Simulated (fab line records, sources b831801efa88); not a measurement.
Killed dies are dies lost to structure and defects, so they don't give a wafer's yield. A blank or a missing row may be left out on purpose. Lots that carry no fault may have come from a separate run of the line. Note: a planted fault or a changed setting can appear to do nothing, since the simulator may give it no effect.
What tool caused it? -- flow gf180mcu -- 36 wafers from 12 lots sampled at 6 of the route's 602 steps

## WHAT THE GAUGES READ, wafer by wafer
GF_STI_THK_MEAS_22. Usual: STI_OXIDATION_01_THK 14.93 nm, standard deviation 0.26.
lot,measured,on,STI_OXIDATION_01_THK (nm),flag
L677,day 2 15:02,filmMetro-01,14.59 14.58 14.92,
L678,day 2 19:22,filmMetro-03,15.11 15.25 15.13,
L679,day 3 00:13,filmMetro-02,14.88 14.78 14.77,
L680,day 3 07:05,filmMetro-02,14.85 14.85 15.02,
L681,day 3 12:27,filmMetro-02,14.55 14.96 15.01,
L683,day 3 23:43,filmMetro-03,14.84 15.03 14.95,
L685,day 4 06:54,filmMetro-03,14.82 14.63 14.87,
L686,day 4 16:04,filmMetro-03,14.89 14.93 14.84,
L694,day 6 04:43,filmMetro-01,15.04 15.07 15.09,
L695,day 6 10:04,filmMetro-03,15.20 14.85 14.97,
L697,day 6 21:20,filmMetro-02,14.44 14.60 14.57,
L698,day 7 04:19,filmMetro-02,14.99 14.87 15.09,

GF_MVPSD_OVL_MEAS_07. Usual: MVPSD_OVL 0.2 nm, standard deviation 1.4.
lot,measured,on,MVPSD_OVL (nm),flag
L677,day 5 12:34,overlay-01,2.6 -0.6 0.7,
L678,day 5 15:23,overlay-01,-0.4 0.3 1.9,
L679,day 5 23:35,overlay-02,0.1 0.8 0.8,
L680,day 6 08:14,overlay-01,1.5 2.8 1.7,
L681,day 6 16:38,overlay-01,-0.3 -1.2 0.4,
L683,day 7 01:36,overlay-02,-1.2 0.0 -0.6,
L685,day 7 10:59,overlay-02,0.5 -0.5 -1.3,
L686,day 7 21:13,overlay-02,2.0 -0.6 1.7,
L694,day 9 19:49,overlay-01,-0.1 -0.9 2.2,
L695,day 9 21:43,overlay-02,0.9 2.1 1.0,
L697,day 10 12:16,overlay-01,-0.5 -1.0 -1.0,
L698,day 10 19:14,overlay-02,-0.3 -1.2 0.8,

GF_HV_LDD_CD_MEAS_07 targets a cd of 400 nm. Usual: 400.3 nm for cdNm, sd 2.1.
lot,measured,on,cdNm (nm),flag
L677,day 10 12:34,cdSem-01,397.3 397.5 398.2,
L678,day 10 16:47,cdSem-01,399.8 400.6 398.0,
L679,day 11 02:30,cdSem-01,401.2 400.4 401.7,
L680,day 11 13:51,cdSem-02,401.0 402.6 402.7,
L681,day 11 22:34,cdSem-02,399.4 399.7 401.2,
L683,day 12 10:41,cdSem-01,401.1 400.4 400.8,
L685,day 12 21:55,cdSem-01,398.3 401.2 401.0,
L686,day 13 10:19,cdSem-01,- - -,OFF
L694,day 15 23:31,cdSem-01,402.6 403.2 403.1,
L695,day 16 01:08,cdSem-01,400.3 402.8 400.5,
L697,day 16 20:08,cdSem-01,398.7 398.4 401.5,
L698,day 17 05:17,cdSem-02,397.8 398.4 399.5,

GF_HV_LDD_TW_MEAS_11. Usual: HV_LDD_TW 2389, standard deviation 15.
lot,measured,on,HV_LDD_TW,flag
L677,day 10 12:58,filmMetro-03,2398 2393 2402,
L678,day 10 17:11,filmMetro-03,2396 2420 2408,
L679,day 11 02:55,filmMetro-04,2393 2404 2378,
L680,day 11 14:15,filmMetro-01,2360 2359 2361,
L681,day 11 22:58,filmMetro-01,2361 2377 2360,
L683,day 12 11:05,filmMetro-04,2391 2391 2401,
L685,day 12 22:19,filmMetro-03,2392 2401 2389,
L686,day 13 10:43,filmMetro-04,30 30 30 30 30 30,OFF
L694,day 15 23:56,filmMetro-03,2393 2402 2387,
L695,day 16 01:32,filmMetro-01,2372 2367 2373,
L697,day 16 20:32,filmMetro-01,2370 2380 2374,
L698,day 17 05:42,filmMetro-01,2372 2381 2367,

## TOOL THAT RAN EACH LOT (tool first, then ch and the chambers of the sampled wafers, then the start)
lot,GF_VT_IMPLANT_STRIP_20,GF_HV_LDD_EXPOSE_04
L677,"plasmaAsher-01 ch 0,1, day 6 18:41","ilineStepper-02 ch 0, day 10 03:40"
L678,"plasmaAsher-04 ch 0,1, day 6 21:26","ilineStepper-01 ch 0, day 10 08:28"
L679,"plasmaAsher-04 ch 0,1, day 7 06:45","ilineStepper-01 ch 0, day 10 17:22"
L680,"plasmaAsher-03 ch 0,1, day 7 14:44","ilineStepper-02 ch 0, day 11 04:43"
L681,"plasmaAsher-01 ch 0,1, day 8 00:39","ilineStepper-01 ch 0, day 11 13:10"
L683,"plasmaAsher-04 ch 0,1, day 8 09:00","ilineStepper-02 ch 0, day 12 01:07"
L685,"plasmaAsher-03 ch 0,1, day 8 18:54","ilineStepper-02 ch 0, day 12 12:17"
L686,"plasmaAsher-01 ch 0,1, day 9 05:51","ilineStepper-01 ch 0, day 13 00:31"
L694,"plasmaAsher-03 ch 0,1, day 11 08:24","ilineStepper-01 ch 0, day 15 13:09"
L695,"plasmaAsher-04 ch 0,1, day 11 10:50","ilineStepper-01 ch 0, day 15 14:31"
L697,"plasmaAsher-01 ch 0,1, day 12 02:06","ilineStepper-01 ch 0, day 16 09:19"
L698,"plasmaAsher-01 ch 0,1, day 12 10:50","ilineStepper-02 ch 0, day 16 18:32"
- GF_VT_IMPLANT_STRIP_20: strips in O2/N2.
- GF_HV_LDD_EXPOSE_04: exposes mask Nplus LV AREA, target cd 400 nm.

## WHAT THE TOOLS THEMSELVES READ (means of the sampled wafers that have a number; where no wafer has one, the mark that the record gives instead)
GF_VT_IMPLANT_STRIP_20. Usual: drypumpMotorCurrentA 6.0 A, standard deviation 0.33; heaterPowerW 340 W, standard deviation 39; oesProductAu 0.717 a.u., standard deviation 0.0048; stripTimeToEndpointS 12.620 s, standard deviation 0.026.
lot,tool,drypumpMotorCurrentA (A),heaterPowerW (W),oesProductAu (a.u.),stripTimeToEndpointS (s),flag
L677,plasmaAsher-01,6.2,378,0.720,12.642,
L678,plasmaAsher-04,6.2,314,0.719,12.613,
L679,plasmaAsher-04,6.2,309,0.716,12.589,
L680,plasmaAsher-03,5.8,311,0.716,12.622,
L681,plasmaAsher-01,5.9,386,0.719,12.615,
L683,plasmaAsher-04,6.1,306,0.718,12.651,
L685,plasmaAsher-03,5.8,311,0.717,12.643,
L686,plasmaAsher-01,6.2,382,0.719,12.611,
L694,plasmaAsher-03,5.8,312,0.717,12.630,
L695,plasmaAsher-04,6.2,306,0.713,12.614,
L697,plasmaAsher-01,6.2,386,0.717,12.612,
L698,plasmaAsher-01,5.9,385,0.719,12.611,

## THE ANSWER, worked out from the rows above alone
Rule: lot off if the mean of its wafers having a number is beyond 3 standard deviations from the usual mean. A lot without any number at a reading at which 4 lots or more have one is off too. Any other lot the step has rows for is counted as sound. The gauges are gone through in route order, then the tools' own readings, and for those a lot's mean is taken as printed above. At the first step where some lot is off, the reading lying furthest off is the one used; lots without a number count as furthest.
Off at GF_HV_LDD_CD_MEAS_07 (cdNm): L686. Without a number there: L686.
A tool fits if, at a process step before that reading, it ran every lot that is off, and no sound lot after the first of them. The gauges at GF_HV_LDD_CD_MEAS_07 aren't tried: what is off there is off at GF_HV_LDD_TW_MEAS_11 too, on other tools, and a gauge's error can't cause that. None of those tried fits.

## WHAT WAS PUT IN BY THE SIMULATOR
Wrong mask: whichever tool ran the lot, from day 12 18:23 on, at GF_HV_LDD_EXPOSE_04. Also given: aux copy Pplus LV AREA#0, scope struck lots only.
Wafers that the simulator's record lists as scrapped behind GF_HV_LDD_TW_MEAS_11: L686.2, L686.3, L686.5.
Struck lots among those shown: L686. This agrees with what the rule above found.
